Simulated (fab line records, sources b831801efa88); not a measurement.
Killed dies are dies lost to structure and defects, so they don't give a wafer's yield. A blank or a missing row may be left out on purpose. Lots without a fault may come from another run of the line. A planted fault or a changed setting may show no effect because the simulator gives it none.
fab line records | flow sfq_line
record lots=14 wafers=41 last_day=87
route steps=325 shown M6@259
lots that met no fault: from a run of the same line without faults
start_h: hours from the record's first day to the start of the lot's first wafer shown | wait_h: hours since the lot's step before | " the same as in the row above | L1.1+2: a row that stands for several wafers | - no value, or no start given | * or withheld: withheld | < > ~ a bound
route shown NAME@n: a module of which the file shows steps, and the number in the route of the first | usual: mean/standard deviation of fault-free wafers | same: alike in all rows | chamber/n: place in a boat | sites: the reading at each site | _std_site: their standard deviation | _edge_site: outer sites' mean less inner sites' | radius_mm: how far each site lies from the wafer's centre | mask NAME#n: copy n | behind: the tool/chamber that last shaped the wafer | hold: why the lot was held/for how many hours/how that ended | device: the transistor (n, p or np) that didn't switch | end of line: the same wafers' tests at the end of the route | a step without rows: its recipe alone | killed: dies lost to structure and defects at the first sort, not the wafer's yield | map: a wafer's dies, x killed, . not, _ none there
set.NAME: the setting as run; set.NAME@STEP: as run at that earlier step | model.NAME: the simulator's own value behind a step, which no gauge read
steps of the route over a sample of lots; a table a step, a row a wafer
## steps
# step SFQ_TRILAYER_M6_LITHO_PEB_162
# recipe peb_temp_c=115 peb_time_s=60 resist=KrF
# usual heater_power_total_W=79.15/0.067 plate_temp_C=115.05/0.14
# same peb_time_s=60
# columns lot.wafer tool chamber start_h wait_h heater_power_total_W plate_temp_C
L125.3 litho_track-03 0 1469.93 0.7 79.18 115.11
L125.4 " 0 " " 79.19 115.16
L125.5 " 0 " " 79.12 115.08
L126.2 litho_track-04 0 1471.10 0.8 79.17 114.94
L126.4 " 0 " " 78.95 115.06
L126.5 " 0 " " 79.19 114.91
L128.3 litho_track-03 0 1477.13 0.7 79.10 115.15
L128.5 " 0 " " 79.18 115.03
L128.6 " 0 " " 79.10 115.01
L129.2 litho_track-01 0 1478.30 0.8 79.18 114.83
L129.4 " 0 " " 79.20 114.79
L129.6 " 0 " " 79.06 114.91
L133.3 litho_track-01 0 1731.12 0.7 80.98 117.15
L133.5 " 0 " " 80.91 117.14
L136.1 litho_track-04 0 1734.67 1.0 79.15 115.03
L136.2 " 0 " " 79.21 114.87
L136.4 " 0 " " 79.19 115.06
L137.1 litho_track-01 0 1735.87 1.0 80.81 116.94
L137.3 " 0 " " 80.79 117.02
L137.4 " 0 " " 80.79 116.98
L139.3 litho_track-04 0 1774.39 0.7 79.14 115.11
L139.4 " 0 " " 79.02 115.02
L139.5 " 0 " " 79.18 114.97
L141.2 litho_track-01 0 1844.92 0.8 79.19 114.90
L141.4 " 0 " " 78.99 115.08
L141.6 " 0 " " 79.08 115.19
L143.1 litho_track-04 0 1865.52 1.0 79.25 115.11
L143.2 " 0 " " 79.21 114.98
L143.3 " 0 " " 79.17 114.99
L144.2 litho_track-01 0 1866.75 0.8 79.18 114.97
L144.3 " 0 " " 79.10 114.98
L144.6 " 0 " " 79.19 115.22
L145.1 litho_track-04 0 1870.32 1.0 79.10 115.27
L145.2 " 0 " " 79.19 115.15
L145.3 " 0 " " 79.18 115.19
L146.2 litho_track-01 0 1873.95 0.8 79.23 114.90
L146.5 " 0 " " 79.11 115.06
L146.6 " 0 " " 79.19 114.95
L147.3 litho_track-01 0 2001.17 0.7 79.18 114.97
L147.5 " 0 " " 79.18 115.05
L147.6 " 0 " " 79.17 115.16
## key
first_sign step=SFQ_TRILAYER_M6_LITHO_PEB_162 reading=heater_power_total_W direction=up sigmas=25 usual=79.15 struck=80.86
effect step=SFQ_TRILAYER_M6_LITHO_PEB_162 reading=plate_temp_C direction=up sigmas=14 usual=* struck=*
met_at SFQ_TRILAYER_M6_LITHO_PEB_162
struck_lots L133,L137
onset_between 1478.30 1731.12
fault kind=process_parameter_drift tool=litho_track-01 chamber=- onset_h=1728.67 steps=SFQ_TRILAYER_M6_LITHO_PEB_162 channel=peb_temp_c offset=* shape=step end_h=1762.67 acts_in=* stated=*
